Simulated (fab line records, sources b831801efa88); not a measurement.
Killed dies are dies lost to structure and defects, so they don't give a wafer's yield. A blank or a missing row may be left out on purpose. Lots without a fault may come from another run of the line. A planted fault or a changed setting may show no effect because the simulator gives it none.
Which tool did it? | flow sky130 | 12 lots, 36 wafers sampled, at 2 steps of a route of 708

WHAT THE GAUGES READ, wafer by wafer
SKY_PASSIVATION_THK_MEAS_01. Usual: PASSIVATION_CVD_00_THK 90.5 nm, standard deviation 1.
lot  | measured     | on            | PASSIVATION_CVD_00_THK (nm) | flag
L274 | day 43 18:11 | film_metro-02 | 89.4 90.7 91.6              |
L276 | day 44 08:04 | film_metro-02 | 89.2 89.5 91.1              |
L280 | day 46 11:07 | film_metro-02 | 55.0 89.8 90.4              | OFF
L283 | day 46 12:46 | film_metro-02 | 88.7 55.5 89.6              | OFF
L287 | day 47 01:47 | film_metro-01 | 90.3 90.4 91.8              |
L286 | day 47 03:37 | film_metro-03 | 90.2 90.2 91.2              |
L289 | day 47 19:01 | film_metro-03 | 89.1 89.7 91.9              |
L290 | day 49 06:35 | film_metro-01 | 89.0 90.4 90.9              |
L294 | day 49 08:41 | film_metro-01 | 89.8 91.9 89.5              |
L295 | day 49 08:52 | film_metro-02 | 89.7 90.5 91.7              |
L292 | day 49 09:27 | film_metro-02 | 90.0 89.3 90.6              |
L296 | day 49 09:44 | film_metro-01 | 91.3 90.0 92.4              |

WHICH TOOL RAN EACH LOT (tool, then ch and the chambers of the sampled wafers, then the start)
lot  | SKY_PASSIVATION_CVD_00
L274 | pecvd-03 ch 2, day 43 18:08
L276 | pecvd-02 ch 1,2, day 44 08:03
L280 | pecvd-02 ch 0,1,2, day 46 11:04
L283 | pecvd-02 ch 0,1,2, day 46 12:44
L287 | pecvd-03 ch 0,1, day 47 01:46
L286 | pecvd-03 ch 0,2, day 47 03:34
L289 | pecvd-04 ch 1,2, day 47 18:59
L290 | pecvd-03 ch 0,1,2, day 49 06:34
L294 | pecvd-04 ch 0,1,2, day 49 08:38
L295 | pecvd-02 ch 0, day 49 08:49
L292 | pecvd-02 ch 0,2, day 49 09:25
L296 | pecvd-04 ch 0,1,2, day 49 09:43
- SKY_PASSIVATION_CVD_00: deposits SiO2, target thk 90 nm.

WHAT THE TOOLS THEMSELVES READ (means of the sampled wafers that have a number; where no wafer has one, the mark that the record gives instead)
SKY_PASSIVATION_CVD_00. Usual: heater_power_w 636 W, standard deviation 82.
lot  | tool     | heater_power_w (W) | flag
L274 | pecvd-03 | 795                |
L276 | pecvd-02 | 625                |
L280 | pecvd-02 | 605                |
L283 | pecvd-02 | 596                |
L287 | pecvd-03 | 611                |
L286 | pecvd-03 | 798                |
L289 | pecvd-04 | 597                |
L290 | pecvd-03 | 657                |
L294 | pecvd-04 | 640                |
L295 | pecvd-02 | 584                |
L292 | pecvd-02 | 608                |
L296 | pecvd-04 | 649                |

THE ANSWER, worked out from the rows above alone
Rule: a lot is off if the mean of its wafers that have a number lies more than 3 standard deviations from the usual mean. A lot without any number at a reading at which 4 lots or more have one is off too. The other lots that the step has rows for count as sound. The gauges are gone through in route order, then the tools' own readings, and for those a lot's mean is taken as printed above. The first step at which some lot is off is used, and at that step the reading that is off furthest; a lot without a number counts as furthest.
Off: L280, L283, at SKY_PASSIVATION_THK_MEAS_01 (PASSIVATION_CVD_00_THK).
A tool fits if, at a process step before that reading, it ran every lot that is off, and no sound lot after the first of them. The gauges at SKY_PASSIVATION_THK_MEAS_01 are tried like those tools. None of those tried fits.

WHAT THE SIMULATOR HAD PUT IN
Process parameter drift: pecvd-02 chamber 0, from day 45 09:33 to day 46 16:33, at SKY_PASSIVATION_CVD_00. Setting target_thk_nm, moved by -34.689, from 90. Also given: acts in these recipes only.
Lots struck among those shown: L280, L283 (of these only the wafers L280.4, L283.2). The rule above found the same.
